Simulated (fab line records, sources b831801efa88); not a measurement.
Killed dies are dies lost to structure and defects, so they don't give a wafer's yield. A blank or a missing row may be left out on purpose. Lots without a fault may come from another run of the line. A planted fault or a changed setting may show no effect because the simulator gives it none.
Which tool did it? | flow sky130 | 24 lots, 72 wafers sampled, at 6 steps of a route of 708

WHAT THE GAUGES READ, wafer by wafer
SKY_RES_XHIGH_TW_MEAS_09. Usual: RES_XHIGH_TW 1655, standard deviation 8.4.
lot  | measured     | on            | RES_XHIGH_TW   | flag
L074 | day 27 13:45 | film_metro-02 | 1659 1661 1665 |
L075 | day 27 18:49 | film_metro-02 | 1666 1669 1674 |
L076 | day 28 09:28 | film_metro-04 | 1662 1651 1646 |
L077 | day 29 01:37 | film_metro-02 | 1654 1672 1665 |
L078 | day 29 10:10 | film_metro-04 | 1661 1656 1658 |
L079 | day 29 14:11 | film_metro-04 | 1652 1656 1660 |
L080 | day 29 21:39 | film_metro-04 | 1658 1660 1661 |
L081 | day 30 05:39 | film_metro-01 | 1648 1651 1654 |
L082 | day 30 11:56 | film_metro-01 | 1649 1650 1652 |
L083 | day 30 21:14 | film_metro-01 | 1660 1654 1648 |
L084 | day 31 07:02 | film_metro-01 | 1665 1656 1656 |
L085 | day 31 19:59 | film_metro-02 | 1667 1659 1666 |
L086 | day 31 22:27 | film_metro-02 | 1668 1664 1652 |
L087 | day 32 07:58 | film_metro-01 | 1637 1646 1642 |
L088 | day 32 14:38 | film_metro-04 | 1656 1653 1657 |
L089 | day 32 19:48 | film_metro-01 | 1647 1639 1635 |
L090 | day 33 08:43 | film_metro-01 | 1651 1660 1650 |
L091 | day 33 23:11 | film_metro-04 | 1645 1637 1648 |
L093 | day 34 07:08 | film_metro-01 | 1650 1652 1652 |
L092 | day 34 09:54 | film_metro-01 | 1657 1652 1658 |
L094 | day 34 14:57 | film_metro-02 | 1647 1657 1651 |
L095 | day 35 01:24 | film_metro-04 | 1653 1653 1658 |
L096 | day 35 05:57 | film_metro-01 | 1665 1666 1667 |
L097 | day 35 13:29 | film_metro-04 | 1652 1640 1644 |

SKY_SD_N_RS_MEAS_18: measures by four-point-probe. Usual: RES_XHIGH_RS 327.2 ohm/sq, standard deviation 1.2.
lot  | measured     | on            | RES_XHIGH_RS (ohm/sq) | flag
L074 | day 28 18:38 | film_metro-02 | 326.7 327.6 327.0     |
L075 | day 29 00:29 | film_metro-02 | 327.9 326.1 328.6     |
L076 | day 29 15:08 | film_metro-04 | 328.2 328.2 329.4     |
L077 | day 30 07:22 | film_metro-01 | 326.5 326.4 325.3     |
L078 | day 30 15:54 | film_metro-02 | 327.2 327.4 326.5     |
L079 | day 30 19:40 | film_metro-04 | 328.3 327.3 327.6     |
L080 | day 31 03:19 | film_metro-04 | 326.5 326.5 326.7     |
L081 | day 31 10:56 | film_metro-04 | 329.4 328.9 327.4     |
L082 | day 31 17:37 | film_metro-04 | 327.2 327.6 327.8     |
L083 | day 32 02:50 | film_metro-04 | 325.2 326.5 326.6     |
L084 | day 32 12:16 | film_metro-01 | 326.6 327.1 327.4     |
L085 | day 33 01:47 | film_metro-02 | 327.2 327.7 327.4     |
L086 | day 33 03:48 | film_metro-01 | 327.6 325.8 327.4     |
L087 | day 33 13:20 | film_metro-01 | 329.0 327.7 328.5     |
L088 | day 33 19:52 | film_metro-04 | 325.1 326.2 328.2     |
L089 | day 34 01:05 | film_metro-04 | 326.5 327.8 326.4     |
L090 | day 34 12:53 | film_metro-04 | 327.1 327.3 327.8     |
L091 | day 35 03:58 | film_metro-01 | 325.3 324.4 324.4     |
L093 | day 35 13:05 | film_metro-04 | 326.3 326.7 327.2     |
L092 | day 35 14:45 | film_metro-02 | 328.3 326.6 328.8     |
L094 | day 35 20:34 | film_metro-01 | 329.3 326.6 326.9     |
L095 | day 36 07:18 | film_metro-02 | 327.6 327.0 327.7     |
L096 | day 36 11:51 | film_metro-04 | 325.2 324.6 324.3     |
L097 | day 36 19:20 | film_metro-01 | 327.9 328.8 328.6     |

SKY_LI_CONTACT_OVL_MEAS_13. Usual: LI_CONTACT_OVL -1 nm, standard deviation 4.7.
lot  | measured     | on         | LI_CONTACT_OVL (nm) | flag
L074 | day 30 00:22 | overlay-01 | -9 -3 -8            |
L075 | day 30 05:13 | overlay-01 | -5 -7 -3            |
L076 | day 30 20:41 | overlay-01 | 2 -4 0              |
L077 | day 31 12:58 | overlay-01 | -3 1 -5             |
L078 | day 31 20:59 | overlay-02 | 5 -1 -7             |
L079 | day 32 01:13 | overlay-01 | -3 -3 2             |
L080 | day 32 08:55 | overlay-02 | -12 -3 -4           |
L081 | day 32 16:28 | overlay-01 | -1 -2 3             |
L082 | day 32 23:10 | overlay-01 | 2 0 -2              |
L083 | day 33 08:52 | overlay-02 | 0 2 4               |
L084 | day 33 17:31 | overlay-01 | -7 4 -7             |
L085 | day 34 07:01 | overlay-01 | -1 -2 5             |
L086 | day 34 08:29 | overlay-02 | 5 4 7               |
L087 | day 34 19:11 | overlay-02 | 0 0 -3              |
L088 | day 35 00:52 | overlay-01 | -3 0 -9             |
L089 | day 35 06:46 | overlay-01 | 5 5 0               |
L090 | day 35 18:43 | overlay-02 | 4 4 7               |
L091 | day 36 09:07 | overlay-01 | 2 6 -2              |
L093 | day 36 19:01 | overlay-02 | -11 -9 -9           |
L092 | day 36 20:11 | overlay-01 | 9 7 10              |
L094 | day 37 02:25 | overlay-01 | 1 -5 4              |
L095 | day 37 12:07 | overlay-02 | -1 0 7              |
L096 | day 37 17:41 | overlay-02 | -1 -8 -6            |
L097 | day 38 00:46 | overlay-02 | 0 1 -4              |

SKY_LOCAL_INTERCONNECT_RS_MEAS_01: measures by four-point-probe. Usual: LOCAL_INTERCONNECT_TIN_RS 14.12 ohm/sq, standard deviation 0.16.
lot  | measured     | on            | LOCAL_INTERCONNECT_TIN_RS (ohm/sq) | flag
L074 | day 30 01:38 | film_metro-03 | 14.42 14.22 14.26                  |
L075 | day 30 06:30 | film_metro-02 | 14.35 14.34 14.34                  |
L076 | day 30 22:02 | film_metro-02 | 13.91 14.04 13.94                  |
L077 | day 31 14:16 | film_metro-02 | 13.97 14.00 14.02                  |
L078 | day 31 22:17 | film_metro-04 | 14.15 14.22 14.17                  |
L079 | day 32 02:35 | film_metro-02 | 14.25 14.17 14.20                  |
L080 | day 32 10:11 | film_metro-02 | 14.07 14.08 13.96                  |
L081 | day 32 17:44 | film_metro-03 | 14.24 14.32 14.28                  |
L082 | day 33 00:26 | film_metro-03 | 14.04 14.08 14.11                  |
L083 | day 33 11:39 | film_metro-02 | 14.04 14.15 14.12                  |
L084 | day 33 18:47 | film_metro-03 | 14.00 14.13 13.87                  |
L085 | day 34 08:17 | film_metro-03 | 13.76 13.90 13.71                  |
L086 | day 34 09:46 | film_metro-04 | 13.82 13.82 14.01                  |
L087 | day 34 20:30 | film_metro-04 | 14.11 14.26 14.20                  |
L088 | day 35 02:09 | film_metro-03 | 13.80 13.75 13.78                  |
L089 | day 35 08:02 | film_metro-03 | 14.25 14.35 14.39                  |
L090 | day 35 19:59 | film_metro-04 | 14.23 14.28 14.33                  |
L091 | day 36 10:23 | film_metro-02 | 14.20 14.06 14.26                  |
L093 | day 36 20:36 | film_metro-03 | 14.06 13.99 14.23                  |
L092 | day 36 21:31 | film_metro-04 | 14.44 14.33 14.37                  |
L094 | day 37 03:48 | film_metro-02 | 14.18 14.11 14.10                  |
L095 | day 37 13:32 | film_metro-03 | 14.23 14.21 14.33                  |
L096 | day 37 19:07 | film_metro-03 | 14.08 13.91 14.08                  |
L097 | day 38 02:03 | film_metro-03 | 14.31 14.08 14.17                  |

SKY_CONTACT_RS_MEAS_25: measures by four-point-probe. Usual: CONTACT_W_RS 0.338 ohm/sq, standard deviation 0.0043.
lot  | measured     | on            | CONTACT_W_RS (ohm/sq) | flag
L074 | day 32 13:17 | film_metro-01 | 0.334 0.341 0.339     |
L075 | day 32 18:22 | film_metro-01 | 0.345 0.340 0.345     |
L076 | day 33 11:07 | film_metro-01 | 0.337 0.341 0.344     |
L077 | day 34 02:18 | film_metro-01 | 0.338 0.342 0.340     |
L078 | day 34 09:18 | film_metro-03 | 0.339 0.340 0.334     |
L079 | day 34 15:41 | film_metro-01 | 0.338 0.338 0.345     |
L080 | day 34 22:13 | film_metro-03 | 0.334 0.339 0.337     |
L081 | day 35 05:27 | film_metro-01 | 0.335 0.336 0.332     |
L082 | day 35 11:11 | film_metro-01 | 0.337 0.331 0.337     |
L083 | day 36 00:03 | film_metro-03 | 0.340 0.341 0.335     |
L084 | day 36 06:42 | film_metro-01 | 0.336 0.342 0.327     |
L085 | day 36 20:22 | film_metro-03 | 0.340 0.341 0.339     |
L086 | day 36 21:36 | film_metro-03 | 0.342 0.331 0.338     |
L087 | day 37 09:16 | film_metro-03 | 0.337 0.342 0.345     |
L088 | day 37 14:53 | film_metro-03 | 0.338 0.341 0.341     |
L089 | day 37 19:51 | film_metro-02 | 0.336 0.333 0.331     |
L090 | day 38 09:05 | film_metro-03 | 0.336 0.333 0.328     |
L091 | day 38 23:25 | film_metro-02 | 0.341 0.334 0.341     |
L093 | day 39 08:44 | film_metro-01 | 0.337 0.335 0.337     |
L092 | day 39 10:28 | film_metro-03 | 0.330 0.332 0.333     |
L094 | day 39 16:08 | film_metro-02 | 0.340 0.333 0.334     |
L095 | day 40 01:34 | film_metro-03 | 0.329 0.330 0.330     |
L096 | day 40 07:24 | film_metro-03 | 0.339 0.338 0.343     |
L097 | day 40 14:11 | film_metro-03 | 0.337 0.337 0.334     |

WHICH TOOL RAN EACH LOT (tool, then ch and the chambers of the sampled wafers, then the start)
lot  | SKY_LI_CONTACT_CVD_21
L074 | cvd_w-01 ch 0, day 30 00:58
L075 | cvd_w-02 ch 0,1, day 30 05:49
L076 | cvd_w-01 ch 0,1, day 30 21:20
L077 | cvd_w-02 ch 0,1, day 31 13:36
L078 | cvd_w-01 ch 0,1, day 31 21:37
L079 | cvd_w-01 ch 0,1, day 32 01:49
L080 | cvd_w-02 ch 0,1, day 32 09:31
L081 | cvd_w-02 ch 0,1, day 32 17:04
L082 | cvd_w-02 ch 0,1, day 32 23:46
L083 | cvd_w-01 ch 0,1, day 33 09:28
L084 | cvd_w-01 ch 0,1, day 33 18:07
L085 | cvd_w-02 ch 0,1, day 34 07:37
L086 | cvd_w-01 ch 0,1, day 34 09:04
L087 | cvd_w-01 ch 0,1, day 34 19:49
L088 | cvd_w-01 ch 0,1, day 35 01:29
L089 | cvd_w-02 ch 1, day 35 07:22
L090 | cvd_w-02 ch 0,1, day 35 19:19
L091 | cvd_w-01 ch 0,1, day 36 09:43
L093 | cvd_w-01 ch 0,1, day 36 19:38
L092 | cvd_w-01 ch 1, day 36 20:47
L094 | cvd_w-02 ch 1, day 37 03:01
L095 | cvd_w-02 ch 1, day 37 12:45
L096 | cvd_w-01 ch 0,1, day 37 18:16
L097 | cvd_w-02 ch 0,1, day 38 01:23
- SKY_LI_CONTACT_CVD_21: deposits W, target thk 400 nm, time 120.56 s.

WHAT THE TOOLS THEMSELVES READ (means of the sampled wafers that have a number; where no wafer has one, the mark that the record gives instead)
SKY_LI_CONTACT_CVD_21. Usual: heater_power_outer_w 502 W, standard deviation 59; heater_power_w 806 W, standard deviation 88.
lot  | tool     | heater_power_outer_w (W) | heater_power_w (W) | flag
L074 | cvd_w-01 | 416                      | 672                |
L075 | cvd_w-02 | 568                      | 882                |
L076 | cvd_w-01 | 467                      | 762                |
L077 | cvd_w-02 | 541                      | 870                |
L078 | cvd_w-01 | 438                      | 719                |
L079 | cvd_w-01 | 438                      | 703                |
L080 | cvd_w-02 | 556                      | 876                |
L081 | cvd_w-02 | 568                      | 894                |
L082 | cvd_w-02 | 569                      | 888                |
L083 | cvd_w-01 | 434                      | 717                |
L084 | cvd_w-01 | 474                      | 761                |
L085 | cvd_w-02 | 573                      | 887                |
L086 | cvd_w-01 | 468                      | 761                |
L087 | cvd_w-01 | 465                      | 758                |
L088 | cvd_w-01 | 473                      | 759                |
L089 | cvd_w-02 | 538                      | 870                |
L090 | cvd_w-02 | 554                      | 891                |
L091 | cvd_w-01 | 469                      | 765                |
L093 | cvd_w-01 | 465                      | 757                |
L092 | cvd_w-01 | 489                      | 810                |
L094 | cvd_w-02 | 545                      | 884                |
L095 | cvd_w-02 | 536                      | 871                |
L096 | cvd_w-01 | 468                      | 758                |
L097 | cvd_w-02 | 561                      | 893                |

THE ANSWER, worked out from the rows above alone
Rule: a lot is off if the mean of its wafers that have a number lies more than 3 standard deviations from the usual mean. A lot without any number at a reading at which 4 lots or more have one is off too. The other lots that the step has rows for count as sound. The gauges are gone through in route order, then the tools' own readings, and for those a lot's mean is taken as printed above. The first step at which some lot is off is used, and at that step the reading that is off furthest; a lot without a number counts as furthest.
No lot is off at any reading shown: from this, nothing can be told.

WHAT THE SIMULATOR HAD PUT IN
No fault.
